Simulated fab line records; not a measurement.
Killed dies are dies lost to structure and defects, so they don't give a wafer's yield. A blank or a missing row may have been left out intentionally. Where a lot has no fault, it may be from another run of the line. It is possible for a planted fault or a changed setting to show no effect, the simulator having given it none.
Comparing a struck lot with a sound one | flow sky130 | 21 out of 708 route steps
Sound: these wafers, L505.1, L505.2, L505.6. Wafers struck: L494.2, L494.3, L494.4. The cause is given at the end.
For every step that has rows: the tool of each side, followed by ch and its chambers, followed by its first start. Under that, the readings that differ: sound wafers | struck wafers | difference of the means | sigmas: that difference in standard deviations of wafers without a fault.
alike: readings whose means differ by less than 2 such deviations, and words and numbers that are the same on both sides. not compared: withheld readings, readings that some wafer has no value for, bounds like >300 that may hide the same value, and numbers for which the record gives no deviation and whose values overlap.
Wherever a step has rows on one side only, a row that says differs or no value, or a row with sigmas, the two part there. Numbers that don't overlap but have no deviation are shown without sigmas and don't part them. Lack of a reading on every wafer of one side parts them only where that side has two or more wafers.

first, 1 step without rows for these wafers: SKY_RES_XHIGH_IMPLANT_07.
SKY_RES_XHIGH_STRIP_08: strips in O2/N2.
  sound on plasma_asher-01 ch 0,1, day 33 23:29; struck on plasma_asher-04 ch 0,1, day 30 08:19
  reading                      | sound             | struck            | difference | sigmas
  strip_time_to_endpoint_s (s) | 14.29 14.26 14.30 | 14.19 14.21 14.17 | -0.09      | -2
  alike: drypump_motor_current_A, o2_flow_sccm, oes_product_au
  not compared: rf_hours_counter_h
SKY_RES_XHIGH_TW_MEAS_09:
  sound on film_metro-03 at day 33 23:35; struck on film_metro-03 at day 30 08:26
  alike: RES_XHIGH_TW
then, 7 steps without rows for these wafers: SKY_SD_N_DEHYDRATE_00 (time 60 s); SKY_SD_N_HMDS_01 (prime time 60 s); SKY_SD_N_COAT_02 (resist thk 1140 nm); SKY_SD_N_SOFTBAKE_03 (time 60 s); SKY_SD_N_EXPOSE_04 (exposes mask NSDM, target cd 380 nm); SKY_SD_N_PEB_05; SKY_SD_N_DEVELOP_06 (develop time 60 s).
SKY_SD_N_CD_MEAS_07: target cd 380 nm.
  sound on cd_sem-02 at day 35 01:14; struck on cd_sem-01 at day 31 14:08
  alike: cd_nm
SKY_SD_N_OVL_MEAS_08:
  sound on overlay-01 at day 35 01:22; struck on overlay-01 at day 31 14:14
  alike: SD_N_OVL
SKY_SD_N_IMPLANT_09:
  sound on implanter-01 ch 0, day 35 01:24; struck on implanter-01 ch 0, day 31 14:17
  reading       | sound                         | struck                        | difference | sigmas
  dose_ions_cm2 | 4.002e+15 4.002e+15 3.999e+15 | 3.507e+15 3.495e+15 3.509e+15 | -4.973e+14 | -99 or more
  alike: end_station_pressure_torr
after that, 1 step had no rows for these wafers: SKY_SD_N_IMPLANT_10.
SKY_SD_N_STRIP_11: strips in O2/N2.
  sound on plasma_asher-04 ch 0,1, day 35 01:42; struck on plasma_asher-04 ch 0,1, day 31 14:34
  reading                      | sound             | struck            | difference | sigmas
  strip_time_to_endpoint_s (s) | 22.59 22.65 22.63 | 22.07 22.06 22.03 | -0.57      | -14
  alike: drypump_motor_current_A, o2_flow_sccm, oes_product_au
  not compared: rf_hours_counter_h
SKY_SD_N_TW_MEAS_12:
  sound on film_metro-03 at day 35 01:48; struck on film_metro-03 at day 31 14:40
  alike: SD_N_TW
then, 1 step without rows for these wafers: SKY_SD_N_CLEAN_13 (cleans in SC1/SC2, time 150 s).
SKY_SD_N_RTA_14: time 2 s.
  sound on rtp_anneal-02 ch 0, day 35 01:55; struck on rtp_anneal-02 ch 0, day 31 14:47
  reading            | sound             | struck            | difference | sigmas
  lamp_power_pct (%) | 15.75 15.75 15.79 | 15.67 15.64 15.65 | -0.11      | -2
  alike: wafer_temp_C_max
SKY_SD_N_RS_MEAS_16: the measuring method here is four-point-probe.
  sound on film_metro-02 at day 35 02:05; struck on film_metro-03 at day 31 14:58
  reading          | sound             | struck            | difference | sigmas
  SD_N_RS (ohm/sq) | 68.41 68.58 68.66 | 69.70 69.77 69.84 | +1.22      | +11
SKY_SD_N_RS_MEAS_17: the measuring method here is four-point-probe.
  sound on film_metro-02 at day 35 02:12; struck on film_metro-03 at day 31 15:05
  alike: SD_P_RS
-- record jumps: 17 days separate the struck wafers' starts on either side; left off in module SD_N, taken up again in module PAD_OPEN, whose first shown step is the route's number 708 --
SKY_PAD_OPEN_PROBE_99:
  sound on prober-01 at day 50 19:09; struck on prober-01 at day 48 11:35
  reading                            | sound             | struck            | difference | sigmas
  model.etest.res_ndiff.line_ohm_um  | 768.1 767.6 775.9 | 812.6 824.2 803.5 | +42.9      |
  model.etest.res_ndiff_hv.rs_ohm_sq | 114.2 113.6 113.8 | 118.8 118.6 118   | +4.6       |
  model.etest.res_ndiff.rs_ohm_sq    | 119.9 119.3 119.7 | 123.9 125.6 124.9 | +5.2       |
  alike: killed_at_M0_to_M3, killed_at_M4_up, killed_at_contacts, killed_at_front_end, killed_at_other, killed_dies, killed_open, killed_short

== WHERE THEY PART ==
At SKY_RES_XHIGH_STRIP_08 first; at SKY_SD_N_RS_MEAS_16 last (within this record only). Later steps at which nothing parts them and some readings are alike: SKY_SD_N_RS_MEAS_17, SKY_PAD_OPEN_PROBE_99.

WHY: what had been put in by the simulator
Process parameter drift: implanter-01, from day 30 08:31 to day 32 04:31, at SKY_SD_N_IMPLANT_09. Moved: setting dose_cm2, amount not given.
